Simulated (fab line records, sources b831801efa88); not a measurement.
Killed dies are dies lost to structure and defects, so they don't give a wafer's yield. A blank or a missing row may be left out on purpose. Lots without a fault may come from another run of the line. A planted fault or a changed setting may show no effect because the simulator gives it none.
Problem report in the 8D (eight disciplines) form, filled by code | flow sky130 | the parts of the form that need people (team, actions taken, sign-off) are left out

1. THE PROBLEM
cathode_dc_power_W at SKY_METAL3_SPUTTER_03 reads a mean of 3151.4 W on 9 wafers of 3 lots; wafers without a fault read 3000.0 W with a standard deviation of 0.49. That is +99 or more standard deviations from the usual mean.
The step: material Ti, target thk 5 nm, time 3.3 s.
First seen on wafer L458.1, day 39 15:29, on pvd_sputter-04. The record holds 21 wafers of 7 lots with a number at this step. Rule for "out", or "out of limits": more than 4 standard deviations from the usual mean. The other wafers with a number count as sound.

2. WHAT IT IS AND WHAT IT IS NOT
question                    | is                     | is not
which readings at this step | cathode_dc_power_W     | throttle_valve_pct
which lots                  | L458, L460, L462       | L449, L453, L459, L464
which wafers of those lots  | all that have a number | -
read on which tools         | pvd_sputter-04         | pvd_sputter-01
when                        | from day 39 15:29      | up to then (6 sound wafers); but 6 sound wafers of L459, L464 came after

3. SUSPECTS, AND WHAT RULES EACH OUT
Counting: a tool at a process step up to the reading stays a suspect if it ran every lot that is out and no sound lot after the first of them.
- cmp-01 at SKY_VIA2_CMP_24 (polishes, stops on SiO2, t overpolish 20 s, target thk 0 nm): ruled out as a lasting fault. Sound lots L459, L464 ran on it after its first lot that is out, L458 (day 39 15:08).
- pvd_sputter-04 at SKY_METAL3_SPUTTER_00 (material Ti, target thk 15 nm, time 10 s): kept. It ran every lot that is out, first L458 (day 39 15:23), and no sound lot after that; its last sound lot up to then is L449 (day 36 15:11).
- pvd_sputter-04 at SKY_METAL3_SPUTTER_03 (material Ti, target thk 5 nm, time 3.3 s): kept. It ran every lot that is out, first L458 (day 39 15:29), and no sound lot after that; its last sound lot up to then is L449 (day 36 15:17). Its own readings are out on those wafers: cathode_dc_power_W.
Left after counting: pvd_sputter-04 at SKY_METAL3_SPUTTER_00, pvd_sputter-04 at SKY_METAL3_SPUTTER_03.

4. THE CAUSE (what the simulator had put in)
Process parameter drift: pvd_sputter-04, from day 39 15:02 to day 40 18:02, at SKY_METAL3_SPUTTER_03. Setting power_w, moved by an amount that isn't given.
Counting left 2 suspects, and this tool is among them.

5. THE CHAIN OF EFFECTS, in route order
Each row: a reading whose mean over the struck wafers that have a number lies more than 3 standard deviations from the usual. Only readings for which the record gives a usual standard deviation are gone through. hours: the time from each lot's start at the first step in this table that gives one to its start at this step, as a median over the lots. sigmas: the change in usual standard deviations.
hours | step                  | reading            | usual    | on struck wafers | change | sigmas
0     | SKY_METAL3_SPUTTER_03 | cathode_dc_power_W | 3000.0 W | 3151.4           | +151.4 | +99 or more
The process steps in it:
- SKY_METAL3_SPUTTER_03: material Ti, target thk 5 nm, time 3.3 s.

6. WHAT WOULD HAVE CAUGHT IT SOONER
In this record the first reading out of limits was taken at day 39 15:29, 0 hours after the fault began at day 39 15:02.
